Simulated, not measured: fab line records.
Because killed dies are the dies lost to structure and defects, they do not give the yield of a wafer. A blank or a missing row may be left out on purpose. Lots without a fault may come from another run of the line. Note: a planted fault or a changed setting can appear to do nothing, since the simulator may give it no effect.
Split-lot study	flow gf180mcu	23 wafers read across 5 lots, on a route 602 steps long

== THE SPLIT ==
At GF_V1_COAT_09 (resist thk 1000 nm), the setting resist thk nm was moved away from the recipe's 1000 nm on 8 of the 23 wafers read, by -4.9% to +2.4%. For the rest of the wafers, this setting stayed at what the recipe calls for.

The reading comes from the split's own step.

== THE READING ==
KrF_of_V1_COAT_09.thk nm (the simulator's own value, which no gauge read), in nm, at GF_V1_COAT_09 (resist thk 1000 nm). The file does not state a usual value for it. Here, 15 wafers ran the recipe; their average is 998.9 nm with a standard deviation of 2.1 nm.

wafer	tool, chamber at the split	resist thk nm as run, nm	against the recipe	KrF_of_V1_COAT_09.thk nm, nm	against lot-mates on the recipe
L074.1	litho track-04, 0	1024	+2.4%	1023	+25.8
L074.4	litho track-04, 0	1024	+2.4%	1023	+25.8
L074.2	litho track-04, 0	1000	recipe	996.7	-
L074.3	litho track-04, 0	1000	recipe	998.5	-
L074.6	litho track-04, 0	1000	recipe	996.5	-
L075.1	litho track-03, 0	984	-1.6%	988.7	-13.3
L075.2	litho track-03, 0	1000	recipe	1002	-
L075.3	litho track-03, 0	1000	recipe	1002	-
L075.5	litho track-03, 0	984	-1.6%	987.1	-14.9
L075.6	litho track-03, 0	984	-1.6%	985.7	-16.3
L077.1	litho track-03, 0	1000	recipe	998.8	-
L077.2	litho track-03, 0	951.1	-4.9%	951.2	-46.2
L077.4	litho track-03, 0	1000	recipe	996	-
L077.5	litho track-03, 0	951.1	-4.9%	949.6	-47.8
L077.6	litho track-03, 0	951.1	-4.9%	946.6	-50.8
L080.1	litho track-03, 0	1000	recipe	1001	-
L080.3	litho track-03, 0	1000	recipe	999.3	-
L080.5	litho track-03, 0	1000	recipe	997.6	-
L081.1	litho track-03, 0	1000	recipe	999.4	-
L081.2	litho track-03, 0	1000	recipe	999.6	-
L081.3	litho track-03, 0	1000	recipe	1001	-
L081.4	litho track-03, 0	1000	recipe	999.9	-
L081.6	litho track-03, 0	1000	recipe	995.2	-

FIT RESULTS
A straight line over all 23 wafers: KrF_of_V1_COAT_09.thk nm changes by +9.99 nm for each +1% of resist thk nm; r = +0.99; the points scatter about the line by 2.5 nm.
The same after taking each lot's own level away (the mean of its wafers on the recipe; 23 wafers): +9.99 nm for each +1%; r = +1.00; scatter 1.6 nm.
That fit puts the effect of the largest move of resist thk nm on the reading at 49 nm.
Measured against the standard deviation above, the lots' own levels, which go from 997.23 to 1002.00 nm, span 2.3 times it.
So the lot-to-lot level changes the slope little: the two slopes agree.
Check: -49.3 nm against its lot-mates is what the line predicts for one of the wafers moved furthest among these (-4.9%) when that wafer is left out of the fit. Against them it came out at -46.2 nm.

== ADDITIONAL SPLITS CARRIED BY THESE WAFERS ==
Other splits were also applied to these wafers ahead of the reading. Each is held against what the fit with the lots' levels taken away leaves over:
other split on the same wafers	wafers away from the commonest value	r with KrF_of_V1_COAT_09.thk nm (lot level and that fit taken away)
GF_CONTACT_COAT_09 resist thk nm	7	-0.22
GF_CONTACT_SPUTTER_22 power w	6	-0.16
GF_M1_SPUTTER_00 chamber pressure pa	18	-0.12

== THE FILE'S OWN FIT ==
KrF_of_V1_COAT_09.thk nm changes by +9.97 nm for each +1% of resist thk nm, r = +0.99.
